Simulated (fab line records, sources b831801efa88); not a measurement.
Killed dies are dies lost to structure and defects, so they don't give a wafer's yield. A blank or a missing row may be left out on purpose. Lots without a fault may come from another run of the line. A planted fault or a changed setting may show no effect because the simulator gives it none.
Which tool did it? | flow sky130 | 14 lots, 42 wafers sampled, at 3 steps of a route of 708

WHAT THE GAUGES READ, wafer by wafer
SKY_SD_P_OVL_MEAS_08. Usual: SD_P_OVL -0.7 nm, standard deviation 1.6.
lot  | measured     | on         | SD_P_OVL (nm)  | flag
L936 | day 25 06:55 | overlay-02 | -0.3 -1.7 -1.1 |
L937 | day 26 04:51 | overlay-01 | -0.4 -0.5 -1.0 |
L939 | day 26 22:14 | overlay-02 | -0.3 -1.8 -1.6 |
L940 | day 27 04:30 | overlay-02 | -2.3 -2.4 -3.5 |
L941 | day 27 11:42 | overlay-02 | 0.3 0.1 1.9    |
L942 | day 27 19:35 | overlay-01 | -0.5 -0.5 -1.9 |
L946 | day 29 12:01 | overlay-02 | -2.3 -2.0 -0.5 |
L954 | day 31 19:12 | overlay-02 | 0.1 2.7 1.6    |
L955 | day 32 07:11 | overlay-01 | -2.6 -2.4 -1.3 |
L956 | day 32 11:12 | overlay-02 | -2.3 -1.4 -0.8 |
L958 | day 32 14:41 | overlay-01 | 0.7 1.3 2.1    |
L959 | day 33 07:32 | overlay-02 | -0.6 0.1 -1.5  |

SKY_CONTACT_THK_MEAS_26: measures by xrf. Usual: CONTACT_W_THK 342 nm, standard deviation 6.7.
lot  | measured     | on            | CONTACT_W_THK (nm) | flag
L936 | day 31 11:17 | film_metro-02 | 347 346 337        |
L937 | day 32 08:21 | film_metro-04 | 338 335 337        |
L939 | day 33 00:56 | film_metro-03 | 335 335 335        |
L940 | day 33 04:35 | film_metro-02 | 357 351 356        |
L941 | day 33 13:43 | film_metro-02 | 345 339 346        |
L942 | day 33 19:19 | film_metro-04 | 346 349 330        |
L946 | day 35 09:55 | film_metro-04 | 337 341 347        |
L954 | day 37 12:36 | film_metro-02 | 350 353 352        |
L955 | day 38 00:08 | film_metro-04 | 338 340 336        |
L956 | day 38 01:56 | film_metro-04 | 348 342 333        |
L958 | day 38 05:40 | film_metro-02 | 346 343 349        |
L959 | day 38 23:02 | film_metro-02 | 338 339 348        |

WHICH TOOL RAN EACH LOT (tool, then ch and the chambers of the sampled wafers, then the start)
lot  | SKY_GATE_OXIDE_OXIDATION_01
L936 | furnace-01 ch 0, day 12 14:19
L937 | furnace-02 ch 0, day 12 23:23
L939 | furnace-02 ch 0, day 13 23:01
L940 | furnace-02 ch 0, day 14 06:45
L941 | furnace-02 ch 0, day 14 12:11
L942 | furnace-01 ch 0, day 14 17:32
L944 | furnace-02, day 15 17:27
L945 | furnace-01, day 15 23:04
L946 | furnace-01 ch 0, day 16 08:43
L954 | furnace-01 ch 0, day 18 23:19
L955 | furnace-02 ch 0, day 19 06:36
L956 | furnace-02 ch 0, day 19 15:50
L958 | furnace-02 ch 0, day 19 22:38
L959 | furnace-02 ch 0, day 20 15:11
- SKY_GATE_OXIDE_OXIDATION_01: stabilise 600 s, purge 300 s, target thk 10.268 nm.

WHAT THE TOOLS THEMSELVES READ (means of the sampled wafers that have a number; where no wafer has one, the mark that the record gives instead)
SKY_GATE_OXIDE_OXIDATION_01. Usual: ox_temp_c 900.0 C, standard deviation 0.41; ox_temp_c_max 906.2, standard deviation 1.3; zone_power_bottom_pct 29.2 %, standard deviation 2.5.
lot  | tool       | ox_temp_c (C) | ox_temp_c_max | zone_power_bottom_pct (%) | flag
L936 | furnace-01 | 900.6         | 906.4         | 26.3                      |
L937 | furnace-02 | 900.2         | 907.7         | 31.7                      |
L939 | furnace-02 | 899.7         | 906.2         | 31.6                      |
L940 | furnace-02 | 900.0         | 906.8         | 31.7                      |
L941 | furnace-02 | 900.0         | 906.4         | 31.5                      |
L942 | furnace-01 | 899.7         | 904.5         | 26.3                      |
L944 | furnace-02 | -             | -             | -                         | OFF
L945 | furnace-01 | -             | -             | -                         | OFF
L946 | furnace-01 | 900.2         | 904.9         | 26.3                      |
L954 | furnace-01 | 899.7         | 905.2         | 26.4                      |
L955 | furnace-02 | 899.9         | 906.8         | 31.6                      |
L956 | furnace-02 | 900.1         | 908.0         | 31.7                      |
L958 | furnace-02 | 900.3         | 907.2         | 31.6                      |
L959 | furnace-02 | 899.7         | 906.9         | 31.5                      |

THE ANSWER, worked out from the rows above alone
Rule: a lot is off if the mean of its wafers that have a number lies more than 3 standard deviations from the usual mean. A lot without any number at a reading at which 4 lots or more have one is off too. The other lots that the step has rows for count as sound. The gauges are gone through in route order, then the tools' own readings, and for those a lot's mean is taken as printed above. The first step at which some lot is off is used, and at that step the reading that is off furthest; a lot without a number counts as furthest.
Off: L944, L945, at SKY_GATE_OXIDE_OXIDATION_01 (ox_temp_c). Without a number there: L944, L945.
A tool fits if, at that step or a process step before it, it ran every lot that is off, and no sound lot after the first of them. None of those tried fits.

WHAT THE SIMULATOR HAD PUT IN
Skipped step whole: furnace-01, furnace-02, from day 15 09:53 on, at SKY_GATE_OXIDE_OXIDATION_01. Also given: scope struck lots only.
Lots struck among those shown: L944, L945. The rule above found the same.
